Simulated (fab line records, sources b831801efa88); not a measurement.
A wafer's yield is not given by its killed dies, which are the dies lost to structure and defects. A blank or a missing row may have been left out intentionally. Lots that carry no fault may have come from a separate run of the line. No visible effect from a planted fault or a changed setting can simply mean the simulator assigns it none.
fab line records	flow sky130
record lots=5	wafers=15	last_day=50
route steps=708 shown LI_CONTACT@377 LOCAL_INTERCONNECT@387 CONTACT@406
lots untouched by any fault: they come from a run of this same line in which no faults occurred
start_h: hours from the record's first day to the start of the lot's first wafer shown	wait_h: time in hours since the lot's previous step	" the same as in the row above	L1.1+2: one row covering several wafers at once	- no value, or no start was given	* or withheld: withheld	< > ~ a bound
route shown NAME@n: a module of which the file shows steps, and the number in the route of the first	usual: mean/standard deviation taken from wafers without a fault	same: alike in all rows	chamber/n: place in a boat	sites: each site's reading	_std_site: standard deviation of those values	_edge_site: the outer-site mean with the inner-site mean subtracted	radius_mm: how far each site lies from the wafer's centre	mask NAME#n: copy n	behind: the most recent tool/chamber to have shaped the wafer	hold: the reason the lot was held/the length of the hold in hours/how it ended	device: which transistor (n, p or np) failed to switch	end of line: the same wafers' tests at the end of the route	a step with no rows: only its recipe	killed: count of dies lost to structure and defects at first sort (not the wafer's yield)	map: a wafer's dies, marking killed ones x, the rest . and places with no die _
set.NAME: setting as actually run; set.NAME@STEP: the setting as run at that earlier step	model.NAME: the simulator's own value behind a step, which no gauge read
lots at selected steps of the route; one table per step, one row per wafer
services: from which hour (start_h, from the record's first day; less than 0 if before it) a tool's chamber was out of use, for how many hours, and why
## steps
# step SKY_LI_CONTACT_ETCH_15
# recipe target=PSG	chemistry=C4F8/O2/Ar	stop_on=Si	taper_deg=4.15	mask_material=KrF-thick	source_w=1500	bias_w=1200	pressure_mtorr=40	c4f8_flow_sccm=withheld	O2_flow_sccm=6	Ar_flow_sccm=300	time_s=withheld	target_depth_a=6000
# usual oes_product_au=0.837/0.0052
lot.wafer	tool	chamber	start_h	wait_h	oes_product_au
L077.4	rie_diel-03	0	701.87	0.0	0.834
L077.5	"	3	"	"	0.835
L077.6	"	2	"	"	0.835
L076.1	rie_diel-04	1	703.14	0.0	0.830
L076.2	"	0	"	"	0.833
L076.6	"	3	"	"	0.826
L087.1	rie_diel-01	1	780.18	0.0	0.844
L087.3	"	0	"	"	0.846
L087.5	"	2	"	"	0.846
L088.1	rie_diel-03	1	794.80	0.0	0.834
L088.5	"	1	"	"	0.834
L088.6	"	0	"	"	0.835
L095.1	rie_diel-04	2	841.54	0.0	0.834
L095.3	"	1	"	"	0.836
L095.6	"	1	"	"	0.841
# step SKY_LI_CONTACT_STRIP_16
# recipe chemistry=O2/N2	power_w=1400	pressure_mtorr=1500	platen_temp_c=withheld	o2_flow_sccm=3000	n2_flow_sccm=300	overash_fraction=0.5
# usual drypump_motor_current_A=5.92/0.17	oes_product_au=0.375/0.0046	strip_time_to_endpoint_s=3.49/0.037
lot.wafer	tool	chamber	start_h	wait_h	drypump_motor_current_A	oes_product_au	rf_hours_counter_h	strip_time_to_endpoint_s
L077.4	plasma_asher-01	1	701.95	-	6.22	0.367	-	3.48
L077.5	"	0	"	"	5.94	0.380	-	3.48
L077.6	"	1	"	"	6.22	0.371	-	3.49
L076.1	plasma_asher-04	1	703.22	-	6.10	0.370	87	3.46
L076.2	"	0	"	"	5.76	0.375	87	3.49
L076.6	"	1	"	"	6.06	0.379	-	3.46
L087.1	plasma_asher-01	0	780.27	-	5.91	0.380	36	3.51
L087.3	"	1	"	"	6.22	0.375	-	3.51
L087.5	"	1	"	"	6.23	0.386	-	3.50
L088.1	plasma_asher-02	1	794.88	-	5.75	0.370	66	3.44
L088.5	"	0	"	"	5.83	0.377	-	3.46
L088.6	"	1	"	"	5.73	0.369	-	3.43
L095.1	plasma_asher-02	0	841.62	-	5.87	0.379	72	3.45
L095.3	"	1	"	"	5.74	0.382	-	3.44
L095.6	"	1	"	"	5.74	0.373	-	3.47
# step SKY_LI_CONTACT_CLEAN_17
# recipe chemistry=NMP	time_s=600	temp_c=60	dry=n2_spin
# usual bath_guard_temp_C=60.0/0.53
lot.wafer	tool	chamber	start_h	wait_h	bath_guard_temp_C
L077.4	wet_bench-03	0	702.02	0.0	60.1
L077.5	"	0	"	"	59.7
L077.6	"	0	"	"	59.9
L076.1	wet_bench-01	1	703.32	0.1	59.5
L076.2	"	1	"	"	60.0
L076.6	"	1	"	"	59.8
L087.1	wet_bench-03	3	780.37	0.1	60.2
L087.3	"	3	"	"	60.1
L087.5	"	3	"	"	59.6
L088.1	wet_bench-01	2	794.98	0.1	60.3
L088.5	"	2	"	"	60.5
L088.6	"	2	"	"	60.2
L095.1	wet_bench-02	3	841.72	0.1	60.6
L095.3	"	3	"	"	60.7
L095.6	"	3	"	"	60.4
# step SKY_LI_CONTACT_PRE_CLEAN_18
# recipe gas=Ar	time_s=5.6	bias_v=358
lot.wafer	tool	chamber	start_h	wait_h
L077.4+5+6	pvd_sputter-02	-	702.19	0.0
L076.1+2+6	pvd_sputter-01	-	703.50	0.0
L087.1+3+5	pvd_sputter-04	-	780.58	0.0
L088.1+5+6	pvd_sputter-02	-	795.16	0.0
L095.1+3+6	pvd_sputter-01	-	841.90	0.0
# step SKY_LI_CONTACT_SPUTTER_19
# recipe material=Ti	target_thk_nm=20	chamber_pressure_pa=5	power_w=2500	substrate_temp_c=200	time_s=106.37
# usual throttle_valve_pct=29.8/1.4
lot.wafer	tool	chamber	start_h	wait_h	throttle_valve_pct
L077.4	pvd_sputter-02	-	702.21	0.0	30.1
L077.5	"	-	"	"	29.9
L077.6	"	-	"	"	28.1
L076.1	pvd_sputter-01	-	703.52	0.0	30.9
L076.2	"	-	"	"	30.8
L076.6	"	-	"	"	28.4
L087.1	pvd_sputter-04	-	780.59	0.0	31.7
L087.3	"	-	"	"	30.7
L087.5	"	-	"	"	27.0
L088.1	pvd_sputter-02	-	795.18	0.0	27.8
L088.5	"	-	"	"	27.8
L088.6	"	-	"	"	30.2
L095.1	pvd_sputter-01	-	841.92	0.0	28.5
L095.3	"	-	"	"	30.6
L095.6	"	-	"	"	31.0
# step SKY_LI_CONTACT_SPUTTER_20
# recipe material=TiN	target_thk_nm=20	chamber_pressure_pa=5	power_w=4000	time_s=80
# usual throttle_valve_pct=29.8/1.4
lot.wafer	tool	chamber	start_h	wait_h	throttle_valve_pct
L077.4	pvd_sputter-02	-	702.29	0.0	30.1
L077.5	"	-	"	"	29.6
L077.6	"	-	"	"	27.8
L076.1	pvd_sputter-01	-	703.59	0.0	30.9
L076.2	"	-	"	"	30.9
L076.6	"	-	"	"	28.6
L087.1	pvd_sputter-04	-	780.67	0.0	32.1
L087.3	"	-	"	"	30.5
L087.5	"	-	"	"	27.1
L088.1	pvd_sputter-02	-	795.25	0.0	27.7
L088.5	"	-	"	"	27.8
L088.6	"	-	"	"	29.9
L095.1	pvd_sputter-01	-	841.99	0.0	28.3
L095.3	"	-	"	"	30.9
L095.6	"	-	"	"	30.4
# step SKY_LI_CONTACT_CVD_21
# recipe material=W	target_thk_nm=400	time_s=120.56	temp_c=400	pressure_torr=40
# usual heater_power_w=928/110
lot.wafer	tool	chamber	start_h	wait_h	heater_power_w
L077.4	cvd_w-02	1	702.39	0.1	1029
L077.5	"	1	"	"	1031
L077.6	"	0	"	"	826
L076.1	cvd_w-01	0	703.65	0.0	792
L076.2	"	1	"	"	1015
L076.6	"	1	"	"	1025
L087.1	cvd_w-02	1	780.73	0.0	1040
L087.3	"	0	"	"	831
L087.5	"	1	"	"	1047
L088.1	cvd_w-02	0	795.31	0.0	830
L088.5	"	1	"	"	1035
L088.6	"	0	"	"	846
L095.1	cvd_w-01	1	842.05	0.0	1053
L095.3	"	1	"	"	1015
L095.6	"	1	"	"	1049
# step SKY_LI_CONTACT_RS_MEAS_22
# recipe thk_meas_gauge=four-point-probe	reads=W_of_LI_CONTACT_CVD_21+TiN_of_LI_CONTACT_SPUTTER_20+Ti_of_LI_CONTACT_SPUTTER_19
# usual LI_CONTACT_W_RS=0.282/0.0043
lot.wafer	tool	chamber	start_h	wait_h	LI_CONTACT_W_RS[ohm/sq]
L077.4	film_metro-04	-	702.53	0.1	0.283
L077.5	"	-	"	"	0.279
L077.6	"	-	"	"	0.285
L076.1	film_metro-04	-	703.78	0.1	0.281
L076.2	"	-	"	"	0.273
L076.6	"	-	"	"	0.273
L087.1	film_metro-03	-	780.86	0.1	0.289
L087.3	"	-	"	"	0.290
L087.5	"	-	"	"	0.285
L088.1	film_metro-01	-	795.44	0.1	0.287
L088.5	"	-	"	"	0.282
L088.6	"	-	"	"	0.285
L095.1	film_metro-03	-	842.18	0.1	0.277
L095.3	"	-	"	"	0.277
L095.6	"	-	"	"	0.278
# step SKY_LI_CONTACT_THK_MEAS_23
# recipe thk_meas_gauge=xrf	reads=W_of_LI_CONTACT_CVD_21
# usual LI_CONTACT_W_THK=407/7.2
lot.wafer	tool	chamber	start_h	wait_h	LI_CONTACT_W_THK[nm]
L077.4	film_metro-04	-	702.62	0.1	413
L077.5	"	-	"	"	418
L077.6	"	-	"	"	406
L076.1	film_metro-04	-	703.90	0.1	410
L076.2	"	-	"	"	424
L076.6	"	-	"	"	421
L087.1	film_metro-03	-	780.98	0.1	394
L087.3	"	-	"	"	391
L087.5	"	-	"	"	402
L088.1	film_metro-01	-	795.56	0.1	401
L088.5	"	-	"	"	408
L088.6	"	-	"	"	403
L095.1	film_metro-03	-	842.30	0.1	414
L095.3	"	-	"	"	411
L095.6	"	-	"	"	411
# step SKY_LI_CONTACT_CMP_24
# recipe stop_on=PSG	t_overpolish_s=20	down_force_psi=3.5	platen_rpm=60	target_thk_nm=0	pad_velocity_m_s=0.94248
# usual motor_current_A=11.6/1.9	overpolish_run_s=20.001/0.0093	platen_rpm=59.99/0.042	time_to_endpoint_s=94/3.8
lot.wafer	tool	chamber	start_h	wait_h	motor_current_A	overpolish_run_s	platen_rpm	time_to_endpoint_s
L077.4	cmp-01	2	702.80	0.2	15.1	20.011	59.99	97
L077.6	"	3	"	"	11.1	19.994	60.07	98
L077.5	"	0	"	"	9.5	19.995	59.89	97
L076.2	cmp-02	2	704.01	0.1	10.2	20.007	60.02	100
L076.1	"	3	"	"	13.0	20.005	60.05	89
L076.6	"	2	"	"	9.8	20.008	59.97	97
L087.3	cmp-02	1	781.09	0.1	13.0	20.003	60.04	87
L087.1	"	3	"	"	12.6	20.009	60.01	88
L087.5	"	1	"	"	12.8	20.002	60.00	89
L088.1	cmp-02	2	795.72	0.1	10.3	19.992	60.01	98
L088.5	"	0	"	"	11.2	20.018	59.94	93
L088.6	"	1	"	"	12.3	20.003	59.95	93
L095.1	cmp-01	0	842.46	0.1	9.5	19.992	60.02	99
L095.3	"	1	"	"	8.9	19.993	59.89	92
L095.6	"	3	"	"	11.7	19.999	59.98	102
# step SKY_LOCAL_INTERCONNECT_SPUTTER_00
# recipe material=TiN	target_thk_nm=100	temp_c=300	power_w=6500	time_s=83.3	chamber_pressure_pa=0.4
# usual throttle_valve_pct=29.9/0.96
lot.wafer	tool	chamber	start_h	wait_h	throttle_valve_pct
L077.4	pvd_sputter-03	-	702.95	0.1	29.1
L077.5	"	-	"	"	29.3
L077.6	"	-	"	"	29.6
L076.1	pvd_sputter-02	-	704.26	0.1	30.0
L076.2	"	-	"	"	30.2
L076.6	"	-	"	"	27.9
L087.1	pvd_sputter-03	-	781.34	0.1	29.3
L087.3	"	-	"	"	31.2
L087.5	"	-	"	"	29.2
L088.1	pvd_sputter-03	-	795.92	0.1	29.5
L088.5	"	-	"	"	29.5
L088.6	"	-	"	"	31.2
L095.1	pvd_sputter-03	-	842.66	0.1	29.0
L095.3	"	-	"	"	29.5
L095.6	"	-	"	"	31.3
# step SKY_LOCAL_INTERCONNECT_RS_MEAS_01
# recipe thk_meas_gauge=four-point-probe	reads=TiN_of_LOCAL_INTERCONNECT_SPUTTER_00
# usual LOCAL_INTERCONNECT_TIN_RS=14.11/0.16
lot.wafer	tool	chamber	start_h	wait_h	LOCAL_INTERCONNECT_TIN_RS[ohm/sq]
L077.4	film_metro-02	-	703.08	0.1	13.99
L077.5	"	-	"	"	13.86
L077.6	"	-	"	"	13.88
L076.1	film_metro-02	-	704.32	0.0	13.99
L076.2	"	-	"	"	14.03
L076.6	"	-	"	"	13.97
L087.1	film_metro-02	-	781.41	0.0	14.08
L087.3	"	-	"	"	14.21
L087.5	"	-	"	"	14.02
L088.1	film_metro-02	-	795.98	0.0	14.33
L088.5	"	-	"	"	14.46
L088.6	"	-	"	"	14.51
L095.1	film_metro-02	-	842.72	0.0	14.11
L095.3	"	-	"	"	13.98
L095.6	"	-	"	"	14.06
# step SKY_LOCAL_INTERCONNECT_THK_MEAS_02
# recipe thk_meas_gauge=xrf	reads=TiN_of_LOCAL_INTERCONNECT_SPUTTER_00
# usual LOCAL_INTERCONNECT_TIN_THK=101.7/1.1
lot.wafer	tool	chamber	start_h	wait_h	LOCAL_INTERCONNECT_TIN_THK[nm]
L077.4	film_metro-02	-	703.17	0.1	102.6
L077.5	"	-	"	"	103.1
L077.6	"	-	"	"	103.0
L076.1	film_metro-02	-	704.44	0.1	102.5
L076.2	"	-	"	"	102.0
L076.6	"	-	"	"	102.6
L087.1	film_metro-02	-	781.53	0.1	102.3
L087.3	"	-	"	"	101.2
L087.5	"	-	"	"	102.5
L088.1	film_metro-02	-	796.10	0.1	100.4
L088.5	"	-	"	"	98.9
L088.6	"	-	"	"	98.4
L095.1	film_metro-02	-	842.84	0.1	101.7
L095.3	"	-	"	"	103.2
L095.6	"	-	"	"	102.7
# step SKY_LOCAL_INTERCONNECT_DEHYDRATE_03
# recipe temp_c=200	time_s=60
# usual plate_temp_C=199.98/0.15
lot.wafer	tool	chamber	start_h	wait_h	plate_temp_C
L077.4	litho_track-03	0	715.92	12.7	200.07
L077.5	"	0	"	"	200.40
L077.6	"	0	"	"	200.11
L076.1	litho_track-04	0	717.76	13.3	200.11
L076.2	"	0	"	"	200.27
L076.6	"	0	"	"	200.39
L087.1	litho_track-03	0	794.60	13.1	199.83
L087.3	"	0	"	"	199.83
L087.5	"	0	"	"	199.95
L088.1	litho_track-04	0	808.06	11.9	200.04
L088.5	"	0	"	"	200.21
L088.6	"	0	"	"	200.08
L095.1	litho_track-03	0	855.35	12.5	199.96
L095.3	"	0	"	"	200.00
L095.6	"	0	"	"	200.15
# step SKY_LOCAL_INTERCONNECT_HMDS_04
# recipe prime_time_s=60	prime_temp_c=120
lot.wafer	tool	chamber	start_h	wait_h
L077.4+5+6	litho_track-03	0	716.07	0.1
L076.1+2+6	litho_track-04	0	717.91	0.1
L087.1+3+5	litho_track-03	0	794.75	0.1
L088.1+5+6	litho_track-04	0	808.21	0.1
L095.1+3+6	litho_track-03	0	855.50	0.1
# step SKY_LOCAL_INTERCONNECT_COAT_05
# recipe resist=BARC	temp_c=withheld	time_s=withheld	spin_rpm=3000	resist_thk_nm=60
lot.wafer	tool	chamber	start_h	wait_h
L077.4+5+6	litho_track-03	0	716.22	0.1
L076.1+2+6	litho_track-04	0	718.06	0.1
L087.1+3+5	litho_track-03	0	794.90	0.1
L088.1+5+6	litho_track-04	0	808.36	0.1
L095.1+3+6	litho_track-03	0	855.65	0.1
# step SKY_LOCAL_INTERCONNECT_COAT_06
# recipe resist=KrF-thick	spin_rpm=3000	resist_thk_nm=450
lot.wafer	tool	chamber	start_h	wait_h
L077.4+5+6	litho_track-03	0	-	-
L076.1+2+6	litho_track-04	0	-	-
L087.1+3+5	litho_track-03	0	-	-
L088.1+5+6	litho_track-04	0	-	-
L095.1+3+6	litho_track-03	0	-	-
# step SKY_LOCAL_INTERCONNECT_SOFTBAKE_07
# recipe temp_c=100	time_s=90	resist=KrF-thick
# usual plate_temp_C=100.00/0.13
lot.wafer	tool	chamber	start_h	wait_h	plate_temp_C
L077.4	litho_track-03	0	-	-	99.93
L077.5	"	0	"	"	100.01
L077.6	"	0	"	"	100.14
L076.1	litho_track-04	0	-	-	99.80
L076.2	"	0	"	"	99.81
L076.6	"	0	"	"	99.95
L087.1	litho_track-03	0	-	-	100.11
L087.3	"	0	"	"	100.02
L087.5	"	0	"	"	100.12
L088.1	litho_track-04	0	-	-	99.77
L088.5	"	0	"	"	100.10
L088.6	"	0	"	"	99.75
L095.1	litho_track-03	0	-	-	100.07
L095.3	"	0	"	"	100.00
L095.6	"	0	"	"	100.09
# step SKY_LOCAL_INTERCONNECT_EXPOSE_08
# recipe mask_id=LI1M	na=0.8	source_shape=annular	sigma_inner=0.55	sigma_outer=0.85	target_cd_nm=170	dose_mj=28
# same sigma_inner=0.55
lot.wafer	tool	chamber	start_h	wait_h	mask
L077.4+5+6	krf_scanner-01	0	-	-	LI1M#0
L076.1+2+6	krf_scanner-01	0	-	-	LI1M#0
L087.1+3+5	krf_scanner-01	0	-	-	LI1M#0
L088.1+5+6	krf_scanner-01	0	-	-	LI1M#0
L095.1+3+6	krf_scanner-02	0	-	-	LI1M#0
# step SKY_LOCAL_INTERCONNECT_PEB_09
# recipe peb_temp_c=withheld	peb_time_s=withheld	resist=KrF-thick
lot.wafer	tool	chamber	start_h	wait_h
L077.4+5+6	litho_track-03	0	-	-
L076.1+2+6	litho_track-03	0	-	-
L087.1+3+5	litho_track-04	0	-	-
L088.1+5+6	litho_track-04	0	-	-
L095.1+3+6	litho_track-04	0	-	-
# step SKY_LOCAL_INTERCONNECT_DEVELOP_10
# recipe develop_time_s=60	resist=KrF-thick	dev_temp_c=21
# usual developer_temp_C=21.00/0.1
# same develop_time_s=60
lot.wafer	tool	chamber	start_h	wait_h	developer_temp_C
L077.4	litho_track-03	0	-	-	20.90
L077.5	"	0	"	"	21.05
L077.6	"	0	"	"	21.07
L076.1	litho_track-03	0	-	-	21.00
L076.2	"	0	"	"	21.08
L076.6	"	0	"	"	21.06
L087.1	litho_track-04	0	-	-	21.09
L087.3	"	0	"	"	21.25
L087.5	"	0	"	"	21.07
L088.1	litho_track-04	0	-	-	20.85
L088.5	"	0	"	"	20.92
L088.6	"	0	"	"	21.01
L095.1	litho_track-04	0	-	-	21.08
L095.3	"	0	"	"	20.90
L095.6	"	0	"	"	21.03
# step SKY_LOCAL_INTERCONNECT_CD_MEAS_11
# recipe target_cd_nm=170
# usual cd_nm=169.8/1.8
lot.wafer	tool	chamber	start_h	wait_h	cd_nm
L077.4	cd_sem-02	-	731.51	-	168.8
L077.5	"	-	"	"	169.5
L077.6	"	-	"	"	168.8
L076.1	cd_sem-01	-	732.75	-	170.1
L076.2	"	-	"	"	170.9
L076.6	"	-	"	"	169.6
L087.1	cd_sem-02	-	807.71	-	171.7
L087.3	"	-	"	"	170.4
L087.5	"	-	"	"	169.8
L088.1	cd_sem-01	-	821.81	-	170.5
L088.5	"	-	"	"	170.7
L088.6	"	-	"	"	169.7
L095.1	cd_sem-01	-	867.81	-	168.3
L095.3	"	-	"	"	166.4
L095.6	"	-	"	"	166.4
# step SKY_LOCAL_INTERCONNECT_OVL_MEAS_12
# usual LOCAL_INTERCONNECT_OVL=1/4.3
lot.wafer	tool	chamber	start_h	wait_h	LOCAL_INTERCONNECT_OVL[nm]
L077.4	overlay-01	-	731.59	0.1	-9
L077.5	"	-	"	"	0
L077.6	"	-	"	"	-5
L076.1	overlay-01	-	732.87	0.1	3
L076.2	"	-	"	"	0
L076.6	"	-	"	"	-2
L087.1	overlay-01	-	807.83	0.1	3
L087.3	"	-	"	"	0
L087.5	"	-	"	"	2
L088.1	overlay-02	-	821.93	0.1	2
L088.5	"	-	"	"	5
L088.6	"	-	"	"	4
L095.1	overlay-02	-	867.93	0.1	-2
L095.3	"	-	"	"	2
L095.6	"	-	"	"	6
# step SKY_LOCAL_INTERCONNECT_ETCH_13
# recipe chemistry=N2/H2	target=BARC	ion_energy_ev=200	bias_w=100	pressure_mtorr=30	n2_flow_sccm=100	h2_flow_sccm=200	icp_w=500	stop_on=SiO2	time_s=45.9	target_depth_a=600
# usual drypump_motor_current_A=5.7/0.8	oes_product_au=0.855/0.0045	throttle_valve_pct=13.225/0.0088
lot.wafer	tool	chamber	start_h	wait_h	drypump_motor_current_A	oes_product_au	rf_hours_counter_h	throttle_valve_pct
L077.4	rie_metal-01	1	731.62	0.0	5.1	0.861	-	13.216
L077.5	"	1	"	"	5.0	0.857	-	13.237
L077.6	"	0	"	"	4.8	0.844	-	13.233
L076.1	rie_metal-01	1	732.90	0.0	5.0	0.852	10.5	13.237
L076.2	"	0	"	"	4.8	0.858	7.6	13.210
L076.6	"	1	"	"	5.1	0.852	-	13.238
L087.1	rie_metal-04	1	807.86	0.0	5.0	0.862	16.8	13.220
L087.3	"	0	"	"	6.3	0.852	-	13.222
L087.5	"	1	"	"	5.1	0.858	-	13.256
L088.1	rie_metal-02	0	821.96	0.0	6.8	0.856	13.8	13.229
L088.5	"	1	"	"	6.4	0.856	-	13.218
L088.6	"	0	"	"	6.8	0.852	-	13.235
L095.1	rie_metal-01	0	867.97	0.0	4.8	0.861	12.6	13.230
L095.3	"	0	"	"	4.8	0.857	-	13.216
L095.6	"	0	"	"	4.8	0.854	-	13.227
# step SKY_LOCAL_INTERCONNECT_METAL_ETCH_14
# recipe target_depth_nm=110	stop_on=PSG	chemistry=Cl2/BCl3	target=TiN	resist_sidewall_deg=88	pressure_mtorr=10	icp_w=900	bias_w=48.5	Cl2_flow_sccm=60	bcl3_flow_sccm=30	time_s=31.4
# usual drypump_motor_current_A=5.7/0.8	oes_product_au=0.942/0.0082	throttle_valve_pct=21.900/0.0084
lot.wafer	tool	chamber	start_h	wait_h	drypump_motor_current_A	oes_product_au	rf_hours_counter_h	throttle_valve_pct
L077.4	rie_metal-01	1	731.68	0.0	5.0	0.947	-	21.889
L077.5	"	1	"	"	5.0	0.951	-	21.910
L077.6	"	0	"	"	4.7	0.952	-	21.889
L076.1	rie_metal-01	1	732.97	0.0	5.0	0.954	10.5	21.903
L076.2	"	0	"	"	4.8	0.941	7.7	21.900
L076.6	"	1	"	"	5.0	0.953	-	21.902
L087.1	rie_metal-04	1	807.93	0.0	5.0	0.946	16.8	21.889
L087.3	"	0	"	"	6.3	0.942	-	21.915
L087.5	"	1	"	"	5.0	0.938	-	21.900
L088.1	rie_metal-02	0	822.03	0.0	6.8	0.932	13.9	21.902
L088.5	"	1	"	"	6.4	0.919	-	21.898
L088.6	"	0	"	"	6.8	0.923	-	21.913
L095.1	rie_metal-01	0	868.03	0.0	4.8	0.938	12.7	21.908
L095.3	"	0	"	"	4.7	0.950	-	21.894
L095.6	"	0	"	"	4.8	0.943	-	21.893
# step SKY_LOCAL_INTERCONNECT_STRIP_15
# recipe chemistry=O2/N2	power_w=1400	pressure_mtorr=1500	platen_temp_c=withheld	o2_flow_sccm=3000	n2_flow_sccm=300	overash_fraction=0.5
# usual drypump_motor_current_A=5.83/0.19	oes_product_au=0.426/0.0047	strip_time_to_endpoint_s=4.714/0.02
lot.wafer	tool	chamber	start_h	wait_h	drypump_motor_current_A	oes_product_au	rf_hours_counter_h	strip_time_to_endpoint_s
L077.4	plasma_asher-04	0	731.75	0.1	5.76	0.426	-	4.698
L077.5	"	1	"	"	6.03	0.424	-	4.727
L077.6	"	0	"	"	5.77	0.423	-	4.712
L076.1	plasma_asher-03	1	733.02	0.0	5.33	0.428	106	4.729
L076.2	"	0	"	"	6.05	0.431	106	4.745
L076.6	"	1	"	"	5.32	0.422	-	4.715
L087.1	plasma_asher-04	0	807.98	0.0	5.76	0.422	99	4.716
L087.3	"	0	"	"	5.75	0.426	-	4.680
L087.5	"	0	"	"	5.77	0.420	-	4.714
L088.1	plasma_asher-02	1	822.08	0.0	5.75	0.430	69	4.721
L088.5	"	1	"	"	5.75	0.429	-	4.714
L088.6	"	0	"	"	5.86	0.425	-	4.697
L095.1	plasma_asher-04	0	868.08	0.0	5.74	0.424	104	4.761
L095.3	"	1	"	"	6.08	0.436	-	4.747
L095.6	"	0	"	"	5.73	0.431	-	4.746
# step SKY_LOCAL_INTERCONNECT_STRIP_16
# recipe chemistry=post_etch_residue_remover	time_s=1200	temp_c=72.5
# usual bath_guard_temp_C=72.6/0.45
lot.wafer	tool	chamber	start_h	wait_h	bath_guard_temp_C
L077.4	wet_bench-01	0	731.82	0.0	71.8
L077.5	"	0	"	"	71.9
L077.6	"	0	"	"	72.1
L076.1	wet_bench-04	1	733.12	0.1	73.2
L076.2	"	1	"	"	73.0
L076.6	"	1	"	"	72.9
L087.1	wet_bench-02	3	808.08	0.1	72.9
L087.3	"	3	"	"	72.5
L087.5	"	3	"	"	72.9
L088.1	wet_bench-02	2	822.18	0.1	72.3
L088.5	"	2	"	"	72.7
L088.6	"	2	"	"	72.6
L095.1	wet_bench-02	2	868.18	0.1	72.9
L095.3	"	2	"	"	72.6
L095.6	"	2	"	"	72.7
# step SKY_LOCAL_INTERCONNECT_CLEAN_17
# recipe chemistry=IPA	time_s=180	temp_c=25
lot.wafer	tool	chamber	start_h	wait_h
L077.4+5+6	wet_bench-02	2	732.22	0.0
L076.1+2+6	wet_bench-02	2	733.46	0.0
L087.1+3+5	wet_bench-01	0	808.42	0.0
L088.1+5+6	wet_bench-01	2	822.59	0.0
L095.1+3+6	wet_bench-04	3	868.52	0.0
# step SKY_LOCAL_INTERCONNECT_CLEAN_18
# recipe chemistry=O3/DIW	dry=n2_spin
lot.wafer	tool	chamber	start_h	wait_h
L077.4+5+6	wet_bench-04	2	732.28	0.0
L076.1+2+6	wet_bench-04	0	733.52	0.0
L087.1+3+5	wet_bench-02	3	808.48	0.0
L088.1+5+6	wet_bench-04	3	822.64	0.0
L095.1+3+6	wet_bench-01	3	868.58	0.0
# step SKY_CONTACT_CVD_00
# recipe material=Si3N4	target_thk_nm=75	temp_c=400	time_s=withheld	rf_w=450
# usual heater_power_w=697/85
lot.wafer	tool	chamber	start_h	wait_h	heater_power_w
L077.4	pecvd-04	2	732.39	0.0	793
L077.5	"	0	"	"	680
L077.6	"	1	"	"	778
L076.1	pecvd-03	2	733.61	0.0	719
L076.2	"	1	"	"	628
L076.6	"	2	"	"	592
L087.1	pecvd-04	1	808.57	0.0	693
L087.3	"	2	"	"	703
L087.5	"	0	"	"	634
L088.1	pecvd-02	1	822.74	0.0	671
L088.5	"	2	"	"	519
L088.6	"	0	"	"	764
L095.1	pecvd-03	0	868.68	0.0	801
L095.3	"	1	"	"	722
L095.6	"	2	"	"	724
## services
tool	chamber	start_h	hours	kind
pvd_sputter-04	-	679.53	6.8	repair
cmp-02	-	681.95	4.1	repair
pvd_sputter-01	-	683.82	6.4	repair
pvd_sputter-01	-	683.99	1.8	repair
rie_diel-04	3	687.10	15.2	repair
rie_diel-03	1	699.07	4.7	repair
krf_scanner-01	-	699.61	0.8	pm
rie_diel-03	3	702.97	3.6	repair
krf_scanner-01	-	712.43	1.1	repair
cvd_w-02	0	720.41	2.9	repair
krf_scanner-01	-	736.82	4.0	pm
plasma_asher-04	-	739.21	3.4	repair
krf_scanner-01	-	740.84	1.0	pm
cmp-02	-	744.00	4.0	pm
plasma_asher-02	-	766.52	1.3	repair
wet_bench-02	-	782.65	3.2	repair
wet_bench-04	-	808.08	11.9	repair
wet_bench-04	-	825.26	2.3	repair
krf_scanner-01	-	834.85	1.3	pm
plasma_asher-02	-	851.03	0.5	repair
wet_bench-01	-	856.07	2.0	repair
plasma_asher-04	-	860.28	6.9	repair
plasma_asher-02	-	861.75	1.2	repair
krf_scanner-01	-	868.41	0.8	pm
## key
fault none
